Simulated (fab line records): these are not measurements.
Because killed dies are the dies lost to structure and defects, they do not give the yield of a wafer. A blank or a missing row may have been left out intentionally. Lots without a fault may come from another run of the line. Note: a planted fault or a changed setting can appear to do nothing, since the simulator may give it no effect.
Matching of chambers | flow sky130 | SKY_CONTACT_CMP_27 on cmp-01 has 4 sister chambers
The step polishes, stops on SiO2, t overpolish 15 s, target thk 0 nm. 4 wafers are shown with their chamber, then 7 later ones without.

## EACH WAFER AND ITS CHAMBER
wafer  | chamber | motor_current_A (A)
L116.1 | 0       | 11.7
L116.3 | 3       | 10.2
L127.1 | 2       | 10.3
L127.4 | 1       | 9.4

## WAFERS MISSING THEIR CHAMBER
wafer  | motor_current_A (A)
L127.5 | 9.4
L131.2 | 10.2
L131.3 | 9.8
L131.6 | 9.9
L132.3 | 10.2
L132.5 | 11.9
L132.6 | 9.9

## CHAMBER TAKEN BY EACH
wafer  | from the rows above          | in truth
L127.5 | 1                            | 1
L131.2 | can't be placed: 3 or 2      | 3
L131.3 | can't be placed: 3 or 1 or 2 | 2
L131.6 | can't be placed: 3 or 2 or 1 | 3
L132.3 | can't be placed: 3 or 2      | 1
L132.5 | 0                            | 0
L132.6 | can't be placed: 3 or 2 or 1 | 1
Correctly placed: 2 of 7. Cannot be placed on the basis of these rows: 5; the candidates contain the true chamber in 4. Number placed wrongly: 0.
How it was worked out, from the rows above alone: a wafer's distance from a chamber is the root of the sum, over the readings, of the square of ((its reading less the chamber's mean) divided by the reading's scatter). If the next closest chamber is less than 2 further off than the closest, the wafer can't be placed; otherwise it belongs to the closest. The mean given for a chamber averages the wafers shown for that chamber. The scatter: with one shown wafer a chamber, the root of the mean of the squares of how far each hidden wafer lies from its nearest shown one.
